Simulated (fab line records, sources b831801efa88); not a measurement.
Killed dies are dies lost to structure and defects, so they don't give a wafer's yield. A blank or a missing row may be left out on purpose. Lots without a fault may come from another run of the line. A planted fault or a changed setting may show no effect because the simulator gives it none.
fab line records | flow sky130
record lots=6 wafers=18 last_day=50
route steps=708 shown POLY_CUT@314 SD_P@320 PAD_OPEN@708
lots that met no fault: from a run of the same line without faults
start_h: hours from the record's first day to the start of the lot's first wafer shown | wait_h: hours since the lot's step before | " the same as in the row above | L1.1+2: a row that stands for several wafers | - no value, or no start given | * or withheld: withheld | < > ~ a bound
route shown NAME@n: a module of which the file shows steps, and the number in the route of the first | usual: mean/standard deviation of fault-free wafers | same: alike in all rows | chamber/n: place in a boat | sites: the reading at each site | _std_site: their standard deviation | _edge_site: outer sites' mean less inner sites' | radius_mm: how far each site lies from the wafer's centre | mask NAME#n: copy n | behind: the tool/chamber that last shaped the wafer | hold: why the lot was held/for how many hours/how that ended | device: the transistor (n, p or np) that didn't switch | end of line: the same wafers' tests at the end of the route | a step without rows: its recipe alone | killed: dies lost to structure and defects at the first sort, not the wafer's yield | map: a wafer's dies, x killed, . not, _ none there
set.NAME: the setting as run; set.NAME@STEP: as run at that earlier step | model.NAME: the simulator's own value behind a step, which no gauge read
lots at some steps of the route; a table a step, a row a wafer
services: from which hour (start_h, from the record's first day; less than 0 if before it) a tool's chamber was out of use, for how many hours, and why
## steps
# step SKY_POLY_CUT_DEVELOP_07
# recipe develop_time_s=60 resist=KrF-thick dev_temp_c=21
# step SKY_POLY_CUT_CD_MEAS_08
# recipe target_cd_nm=270
# usual cd_nm=269.9/1.6
# columns lot.wafer tool chamber start_h wait_h cd_nm
L773.3 cd_sem-02 - 591.84 - 271.1
L773.4 " - " " 270.0
L773.6 " - " " 270.9
L779.1 cd_sem-02 - 643.00 - 271.6
L779.2 " - " " 271.0
L779.6 " - " " 270.6
L781.2 cd_sem-01 - 660.85 - 270.8
L781.4 " - " " 270.9
L781.5 " - " " 270.0
L784.2 cd_sem-02 - 691.90 - 268.8
L784.5 " - " " 267.6
L784.6 " - " " 268.3
L786.4 cd_sem-01 - 699.49 - 269.1
L786.5 " - " " 269.7
L786.6 " - " " 269.1
L793.1 cd_sem-01 - 745.68 - 268.3
L793.2 " - " " 268.5
L793.5 " - " " 268.1
# step SKY_POLY_CUT_OVL_MEAS_09
# usual POLY_CUT_OVL=-2/5
# columns lot.wafer tool chamber start_h wait_h POLY_CUT_OVL[nm]
L773.3 overlay-01 - 591.93 0.1 3
L773.4 " - " " -3
L773.6 " - " " 3
L779.1 overlay-02 - 643.12 0.1 -1
L779.2 " - " " -5
L779.6 " - " " -1
L781.2 overlay-01 - 660.95 0.1 -3
L781.4 " - " " -3
L781.5 " - " " -6
L784.2 overlay-01 - 692.00 0.1 0
L784.5 " - " " -5
L784.6 " - " " -7
L786.4 overlay-02 - 699.56 0.1 -10
L786.5 " - " " -1
L786.6 " - " " -5
L793.1 overlay-02 - 745.80 0.1 -2
L793.2 " - " " 6
L793.5 " - " " -2
# step SKY_POLY_CUT_ETCH_10
# recipe chemistry=N2/H2 target=BARC ion_energy_ev=200 source_w=500 bias_w=100 pressure_mtorr=30 n2_flow_sccm=100 h2_flow_sccm=200 stop_on=SiO2 time_s=45.9 target_depth_a=600
# usual drypump_motor_current_A=5.5/0.49 oes_product_au=0.855/0.0047 throttle_valve_pct=13.224/0.0081
# columns lot.wafer tool chamber start_h wait_h drypump_motor_current_A oes_product_au rf_hours_counter_h throttle_valve_pct
L773.3 rie_diel-03 3 591.95 0.0 6.1 0.860 14 13.210
L773.4 " 2 " " 5.1 0.851 12 13.216
L773.6 " 2 " " 5.1 0.853 - 13.217
L779.1 rie_diel-02 0 643.15 0.0 5.0 0.859 52 13.235
L779.2 " 2 " " 5.5 0.857 18 13.217
L779.6 " 3 " " 5.2 0.858 - 13.228
L781.2 rie_diel-03 2 660.98 0.0 5.1 0.848 13 13.216
L781.4 " 1 " " 4.9 0.859 14 13.225
L781.5 " 1 " " 4.9 0.849 - 13.235
L784.2 rie_diel-03 3 692.03 0.0 6.1 0.850 15 13.223
L784.5 " 0 " " 5.5 0.857 - 13.203
L784.6 " 3 " " 6.2 0.869 - 13.241
L786.4 rie_diel-04 1 699.58 0.0 6.0 0.854 4 13.224
L786.5 " 0 " " 5.3 0.862 - 13.207
L786.6 " 3 " " 6.1 0.858 - 13.239
L793.1 rie_diel-02 3 745.84 0.0 5.2 0.854 13 13.218
L793.2 " 2 " " 5.5 0.858 21 13.235
L793.5 " 0 " " 5.0 0.849 - 13.223
# step SKY_POLY_CUT_ETCH_11
# recipe target=Si3N4 chemistry=CF4/CH2F2/Ar stop_on=poly-Si source_w=600 bias_w=150 pressure_mtorr=40 cf4_flow_sccm=40 ch2f2_flow_sccm=20 Ar_flow_sccm=150 time_s=42.5 target_depth_a=600
# usual drypump_motor_current_A=5.5/0.5 oes_product_au=0.829/0.0068 throttle_valve_pct=14.994/0.0094
# columns lot.wafer tool chamber start_h wait_h drypump_motor_current_A oes_product_au rf_hours_counter_h throttle_valve_pct
L773.3 rie_diel-03 3 592.00 0.0 6.2 0.822 14 14.992
L773.4 " 2 " " 5.1 0.816 12 14.989
L773.6 " 2 " " 5.1 0.814 - 14.999
L779.1 rie_diel-02 0 643.20 0.0 5.0 0.836 52 14.993
L779.2 " 2 " " 5.5 0.834 18 14.988
L779.6 " 3 " " 5.2 0.835 - 15.007
L781.2 rie_diel-03 2 661.02 0.0 5.1 0.828 13 15.000
L781.4 " 1 " " 4.9 0.824 14 14.998
L781.5 " 1 " " 4.9 0.829 - 14.995
L784.2 rie_diel-03 3 692.07 0.0 6.2 0.824 15 15.002
L784.5 " 0 " " 5.5 0.828 - 14.984
L784.6 " 3 " " 6.1 0.829 - 14.987
L786.4 rie_diel-04 1 699.62 0.0 6.0 0.827 4 15.002
L786.5 " 0 " " 5.3 0.826 - 14.987
L786.6 " 3 " " 6.1 0.828 - 14.989
L793.1 rie_diel-02 3 745.88 0.0 5.2 0.821 13 15.008
L793.2 " 2 " " 5.5 0.833 21 14.980
L793.5 " 0 " " 5.0 0.834 - 14.999
# step SKY_POLY_CUT_STRIP_12
# recipe chemistry=O2/N2 power_w=1400 pressure_mtorr=1500 platen_temp_c=withheld o2_flow_sccm=3000 n2_flow_sccm=300 overash_fraction=0.5
# usual drypump_motor_current_A=5.7/0.47 o2_flow_sccm=3002/9 oes_product_au=0.452/0.0044 strip_time_to_endpoint_s=5.358/0.017
# columns lot.wafer tool chamber start_h wait_h drypump_motor_current_A o2_flow_sccm oes_product_au rf_hours_counter_h strip_time_to_endpoint_s
L773.3 plasma_asher-01 0 592.07 0.1 5.3 3012 0.459 - 5.358
L773.4 " 1 " " 6.1 2987 0.460 - 5.338
L773.6 " 0 " " 5.3 2998 0.457 - 5.367
L779.1 plasma_asher-04 0 643.24 0.0 5.3 3006 0.448 91 5.361
L779.2 " 1 " " 6.4 3002 0.455 91 5.360
L779.6 " 1 " " 6.4 3011 0.452 - 5.355
L781.2 plasma_asher-01 1 661.06 0.0 6.1 3012 0.452 23 5.367
L781.4 " 1 " " 6.1 3003 0.461 - 5.342
L781.5 " 0 " " 5.3 3009 0.447 - 5.355
L784.2 plasma_asher-03 1 692.11 0.0 5.1 3013 0.458 55 5.370
L784.5 " 0 " " 5.6 3003 0.449 - 5.385
L784.6 " 1 " " 5.1 3004 0.455 - 5.382
L786.4 plasma_asher-03 0 699.70 0.1 5.6 3011 0.452 - 5.371
L786.5 " 0 " " 5.6 3010 0.450 - 5.353
L786.6 " 1 " " 5.1 3010 0.448 - 5.359
L793.1 plasma_asher-04 1 745.92 0.0 6.4 2995 0.451 0 5.359
L793.2 " 0 " " 5.3 2998 0.456 0 5.373
L793.5 " 1 " " 6.4 2986 0.451 - 5.354
# step SKY_SD_P_DEHYDRATE_00
# recipe temp_c=200 time_s=60
# step SKY_SD_P_HMDS_01
# recipe prime_time_s=60 prime_temp_c=120
# step SKY_SD_P_COAT_02
# recipe resist=NOVOLAK spin_rpm=3000 resist_thk_nm=1140
# step SKY_SD_P_SOFTBAKE_03
# recipe temp_c=90 time_s=60 resist=NOVOLAK
# step SKY_SD_P_EXPOSE_04
# recipe mask_id=PSDM na=0.6 source_shape=conventional sigma_outer=0.6 polarization=unpolarized target_cd_nm=380 dose_mj=138
# step SKY_SD_P_PEB_05
# recipe temp_c=withheld time_s=* resist=NOVOLAK
# step SKY_SD_P_DEVELOP_06
# recipe resist=NOVOLAK developer=TMAH develop_time_s=60 dev_temp_c=23
# usual developer_temp_C=23.00/0.094
# same develop_time_s=60
# columns lot.wafer tool chamber start_h wait_h developer_temp_C
L773.3 litho_track-03 0 621.37 0.1 23.04
L773.4 " 0 " " 23.14
L773.6 " 0 " " 22.98
L779.1 litho_track-02 0 671.33 0.1 22.89
L779.2 " 0 " " 23.03
L779.6 " 0 " " 23.06
L781.2 litho_track-03 0 689.39 0.1 20.76
L781.4 " 0 " " 20.64
L781.5 " 0 " " 20.86
L784.2 litho_track-03 0 720.59 0.1 20.64
L784.5 " 0 " " 20.70
L784.6 " 0 " " 20.75
L786.4 litho_track-02 0 727.70 0.1 23.07
L786.5 " 0 " " 22.95
L786.6 " 0 " " 22.80
L793.1 litho_track-02 0 772.28 0.1 22.83
L793.2 " 0 " " 22.89
L793.5 " 0 " " 22.97
# step SKY_SD_P_CD_MEAS_07
# recipe target_cd_nm=380
# usual cd_nm=379.2/2.9
# columns lot.wafer tool chamber start_h wait_h cd_nm
L773.3 cd_sem-02 - 621.51 0.1 377.3
L773.4 " - " " 376.2
L773.6 " - " " 376.3
L779.1 cd_sem-01 - 671.48 0.1 374.9
L779.2 " - " " 376.6
L779.6 " - " " 375.0
L781.2 cd_sem-01 - 689.54 0.1 387.9
L781.4 " - " " 388.4
L781.5 " - " " 388.8
L784.2 cd_sem-01 - 720.74 0.1 384.1
L784.5 " - " " 383.9
L784.6 " - " " 386.1
L786.4 cd_sem-01 - 727.84 0.1 382.3
L786.5 " - " " 380.4
L786.6 " - " " 379.2
L793.1 cd_sem-02 - 772.43 0.1 377.9
L793.2 " - " " 377.4
L793.5 " - " " 378.9
# step SKY_PAD_OPEN_PROBE_99
# usual killed_at_M0_to_M3=43/7.1 killed_at_M4_up=3.2/1.7 killed_at_contacts=24/5.6 killed_at_front_end=16/5 killed_at_other=0.4/0.68 killed_dies=86/9.3 killed_on_rim=17/3.8 killed_open=47/7.1 killed_short=39/5.7
# same gross_dies=492 killed_at_back_side=0
# columns lot.wafer tool chamber start_h wait_h killed_at_M0_to_M3 killed_at_M4_up killed_at_contacts killed_at_front_end killed_at_other killed_dies killed_on_rim killed_open killed_short
L779.1 prober-02 - 1135.20 0.1 40 2 13 13 1 69 11 41 27
L779.2 prober-02 - 1135.25 0.1 46 4 12 13 0 75 14 44 31
L779.6 prober-02 - 1135.45 0.2 51 2 24 12 1 90 15 52 38
L781.2 prober-02 - 1142.72 0.1 44 2 23 14 0 83 23 43 40
L781.4 prober-02 - 1142.82 0.2 40 5 24 19 0 88 22 50 38
L781.5 prober-02 - 1142.87 0.2 32 4 28 19 0 83 19 44 39
L784.2 prober-01 - 1167.43 0.1 69 3 20 12 0 104 22 54 50
L784.5 prober-01 - 1167.58 0.2 39 4 24 14 0 81 21 42 38
L784.6 prober-01 - 1167.63 0.2 42 4 24 15 3 88 23 39 46
# killed by level:class
L779.1 VIA2:geometric_particle:open=11 VIA1:geometric_particle:open=7 CONTACT:geometric_particle:open=6 METAL1:geometric_particle:short=5 VIA3:geometric_particle:open=5 CONTACT:geometric_particle:short=4 FIELD_ISO:geometric_particle:short=3 POLY_GATE:geometric_particle:short=3
L779.2 VIA1:geometric_particle:open=12 VIA2:geometric_particle:open=8 LI_CONTACT:geometric_particle:open=5 VIA3:geometric_particle:open=5 VIA3:geometric_particle:short=4 METAL4:geometric_particle:short=4 FIELD_ISO:geometric_particle:short=3 FIELD_ISO:geometric_particle:open=3
L779.6 VIA1:geometric_particle:open=13 LI_CONTACT:geometric_particle:open=11 VIA2:geometric_particle:open=9 METAL1:geometric_particle:short=7 METAL2:geometric_particle:short=7 CONTACT:geometric_particle:open=5 FIELD_ISO:geometric_particle:open=4 POLY_GATE:geometric_particle:short=3
L781.2 VIA1:geometric_particle:open=14 LI_CONTACT:geometric_particle:open=8 VIA2:geometric_particle:open=6 LI_CONTACT:geometric_particle:short=5 CONTACT:geometric_particle:open=5 METAL1:geometric_particle:short=5 POLY_GATE:geometric_particle:short=4 METAL2:geometric_particle:short=4
L781.4 FIELD_ISO:geometric_particle:open=10 VIA1:geometric_particle:open=9 VIA2:geometric_particle:open=8 LI_CONTACT:geometric_particle:open=7 METAL1:geometric_particle:short=7 VIA3:geometric_particle:open=7 LOCAL_INTERCONNECT:geometric_particle:short=5 CONTACT:geometric_particle:open=5
L781.5 LI_CONTACT:geometric_particle:open=11 CONTACT:geometric_particle:open=8 POLY_GATE:geometric_particle:open=7 POLY_GATE:geometric_particle:short=5 METAL2:geometric_particle:short=5 METAL1:geometric_particle:short=4 LOCAL_INTERCONNECT:geometric_particle:short=4 CONTACT:geometric_particle:short=4
L784.2 VIA1:geometric_particle:open=17 METAL1:geometric_particle:short=9 VIA2:geometric_particle:open=8 VIA2:geometric_particle:short=7 VIA1:geometric_particle:short=7 LI_CONTACT:geometric_particle:open=6 CONTACT:geometric_particle:short=5 METAL2:geometric_particle:short=5
L784.5 VIA1:geometric_particle:open=9 CONTACT:geometric_particle:open=9 VIA1:geometric_particle:short=8 METAL1:geometric_particle:short=7 CONTACT:geometric_particle:short=6 FIELD_ISO:geometric_particle:open=5 FIELD_ISO:geometric_particle:short=5 LI_CONTACT:geometric_particle:open=5
L784.6 VIA1:geometric_particle:open=9 CONTACT:geometric_particle:open=8 POLY_GATE:geometric_particle:short=6 METAL1:geometric_particle:short=6 VIA1:geometric_particle:short=5 METAL3:geometric_particle:short=5 CONTACT:geometric_particle:short=4 LI_CONTACT:geometric_particle:open=4
## services
# columns tool chamber start_h hours kind
plasma_asher-04 - 573.79 0.9 repair
plasma_asher-03 - 579.37 3.2 repair
rie_diel-02 0 581.40 8.7 repair
plasma_asher-03 - 585.15 14.6 pm
plasma_asher-03 - 600.73 2.9 repair
rie_diel-02 1 605.49 27.8 repair
rie_diel-03 - 620.23 26.6 repair
plasma_asher-01 - 622.43 2.4 repair
rie_diel-02 0 625.31 4.0 repair
rie_diel-03 3 649.06 9.9 repair
rie_diel-02 0 651.25 3.5 repair
rie_diel-02 2 656.49 2.8 repair
rie_diel-03 1 664.67 5.5 repair
rie_diel-04 2 671.13 6.4 repair
rie_diel-03 - 673.96 0.4 repair
rie_diel-02 1 681.10 2.6 repair
rie_diel-02 2 688.56 6.0 repair
rie_diel-02 0 719.66 - clean
rie_diel-02 0 719.66 23.2 scheduled_down
rie_diel-02 0 719.66 23.2 vent_cycle
plasma_asher-04 - 733.75 9.0 pm
plasma_asher-04 - 742.75 2.8 pm
rie_diel-03 0 743.29 3.9 repair
rie_diel-02 1 762.24 7.3 repair
## key
first_sign step=SKY_SD_P_DEVELOP_06 reading=developer_temp_C direction=down sigmas=24 usual=* struck=*
effect step=SKY_SD_P_CD_MEAS_07 reading=cd_nm direction=up sigmas=2.5 usual=379.2 struck=386.5 wafers_moved=3 through=control_loop
met_at SKY_SD_P_DEVELOP_06
struck_wafers L781.2,L781.4,L781.5,L784.2,L784.5,L784.6
tester_left_out L781,L784
loop_trim step=SKY_SD_P_EXPOSE_04 setting=dose lots=L784
onset_between 621.37 689.39
fault kind=process_parameter_drift tool=litho_track-03 chamber=- onset_h=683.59 steps=SKY_SD_P_DEVELOP_06 channel=dev_temp_c offset=* shape=step end_h=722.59 acts_in=* stated=*
# tester_left_out: of these lots the tester's yield and bins aren't shown, on N5 and GAA mostly nor the transistor test; their killed dies are dies lost to structure and defects alone, not to doping, threshold or leakage, so they don't give the yield
# loop_trim: a control loop set the setting to another value than it would have without faults
